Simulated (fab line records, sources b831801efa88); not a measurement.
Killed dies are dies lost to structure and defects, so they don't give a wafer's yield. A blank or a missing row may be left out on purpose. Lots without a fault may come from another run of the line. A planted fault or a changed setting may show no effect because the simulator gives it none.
Problem report in the 8D (eight disciplines) form, filled by code | flow sky130 | the parts of the form that need people (team, actions taken, sign-off) are left out

1. THE PROBLEM
LDD_N_TW at SKY_LDD_N_TW_MEAS_17 reads a mean of 2946 on 6 wafers of 2 lots; wafers without a fault read 2594 with a standard deviation of 21. That is +17 standard deviations from the usual mean.
First seen on wafer L118.3, day 23 19:40, on film_metro-04. The record holds 33 wafers of 11 lots with a number at this step. Rule for "out", or "out of limits": more than 4 standard deviations from the usual mean. The other wafers with a number count as sound.

2. WHAT IT IS AND WHAT IT IS NOT
question                    | is                           | is not
which readings at this step | LDD_N_TW                     | -
which lots                  | L118, L119                   | L103, L106, L107, L108, L111, L113, L114, L120, L125
which wafers of those lots  | all that have a number       | -
read on which gauges        | film_metro-03, film_metro-04 | film_metro-02
when                        | from day 23 19:40            | up to then (21 sound wafers); but 6 sound wafers of L120, L125 came after

3. SUSPECTS, AND WHAT RULES EACH OUT
Counting: a tool at a process step up to the reading stays a suspect if it ran every lot that is out and no sound lot after the first of them.
- the gauge at SKY_LDD_N_TW_MEAS_17: ruled out. The wafers that are out were read on 2 gauges (film_metro-03, film_metro-04).
- implanter-03 at SKY_LDD_N_IMPLANT_08: kept. It ran every lot that is out, first L118 (day 23 18:23), and no sound lot after that; its last sound lot up to then is L113 (day 22 03:43). Its own readings are out on those wafers: beam_on_s, dose_ions_cm2.
Left after counting: implanter-03 at SKY_LDD_N_IMPLANT_08.

4. THE CAUSE (what the simulator had put in)
Process parameter drift: implanter-03, from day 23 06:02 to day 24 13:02, at SKY_LDD_N_IMPLANT_08. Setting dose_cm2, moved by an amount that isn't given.
Counting left only this tool.

5. THE CHAIN OF EFFECTS, in route order
Each row: a reading whose mean over the struck wafers that have a number lies more than 3 standard deviations from the usual. Only readings for which the record gives a usual standard deviation are gone through. hours: the time from each lot's start at the first step in this table that gives one to its start at this step, as a median over the lots. sigmas: the change in usual standard deviations.
hours | step                 | reading                  | usual     | on struck wafers | change     | sigmas
0     | SKY_LDD_N_IMPLANT_08 | beam_on_s                | 10.00 s   | 67.76            | +57.76     | +99 or more
0     | SKY_LDD_N_IMPLANT_08 | dose_ions_cm2            | 7.502e+13 | 5.388e+14        | +4.638e+14 | +99 or more
1     | SKY_LDD_N_STRIP_16   | strip_time_to_endpoint_s | 4.306 s   | 5.375            | +1.069     | +71
1     | SKY_LDD_N_TW_MEAS_17 | LDD_N_TW                 | 2594      | 2946             | +352       | +17
The process steps in it:
- SKY_LDD_N_IMPLANT_08
- SKY_LDD_N_STRIP_16: strips in O2/N2.

6. WHAT WOULD HAVE CAUGHT IT SOONER
In this record the first reading out of limits at a measuring or inspecting step was taken at day 23 19:40, 14 hours after the fault began at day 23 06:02.
The tool's own readings at SKY_LDD_N_IMPLANT_08 were out on every struck wafer that the step has a row for (beam_on_s, dose_ions_cm2): an alarm limit on them would have fired on the first of those.
Of the lots that are out (2), L119 began SKY_LDD_N_IMPLANT_08 on implanter-03 after day 23 19:40. A hold on the tool at that time would have spared it.
